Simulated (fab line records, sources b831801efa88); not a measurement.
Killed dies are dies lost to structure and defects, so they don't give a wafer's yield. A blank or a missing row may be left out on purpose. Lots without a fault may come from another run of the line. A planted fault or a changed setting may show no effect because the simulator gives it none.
Chamber matching | flow sky130 | SKY_LI_CONTACT_CMP_02 on cmp-01: 4 sister chambers
The step polishes PSG. 4 wafers are shown with their chamber, then 8 later ones without.

WAFERS WITH THEIR CHAMBER
wafer  | chamber | motor_current_A (A)
L398.1 | 3       | 11.4
L402.4 | 0       | 13.2
L402.5 | 2       | 13.1
L401.1 | 1       | 11.0

WAFERS WITHOUT THEIR CHAMBER
wafer  | motor_current_A (A)
L401.3 | 14.0
L401.5 | 11.0
L400.1 | 13.3
L400.5 | 11.9
L400.6 | 13.8
L403.2 | 12.7
L403.3 | 11.2
L403.4 | 10.6

WHICH CHAMBER EACH WENT THROUGH
wafer  | from the rows above               | in truth
L401.3 | can't be placed: 0 or 2           | 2
L401.5 | can't be placed: 1 or 3           | 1
L400.1 | can't be placed: 0 or 2           | 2
L400.5 | can't be placed: 3 or 1 or 2 or 0 | 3
L400.6 | can't be placed: 0 or 2           | 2
L403.2 | can't be placed: 2 or 0 or 3      | 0
L403.3 | can't be placed: 1 or 3           | 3
L403.4 | can't be placed: 1 or 3           | 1
Placed correctly: 0 of 8. Can't be placed from these rows: 8 (the true chamber is among the candidates in 8). Placed wrongly: 0.
How it was worked out, from the rows above alone: a wafer's distance from a chamber is the root of the sum, over the readings, of the square of ((its reading less the chamber's mean) divided by the reading's scatter). The wafer belongs to the nearest chamber; if the next one is less than 2 further off, it can't be placed. A chamber's mean is the mean of its shown wafers. The scatter: with one shown wafer a chamber, the root of the mean of the squares of how far each hidden wafer lies from its nearest shown one.
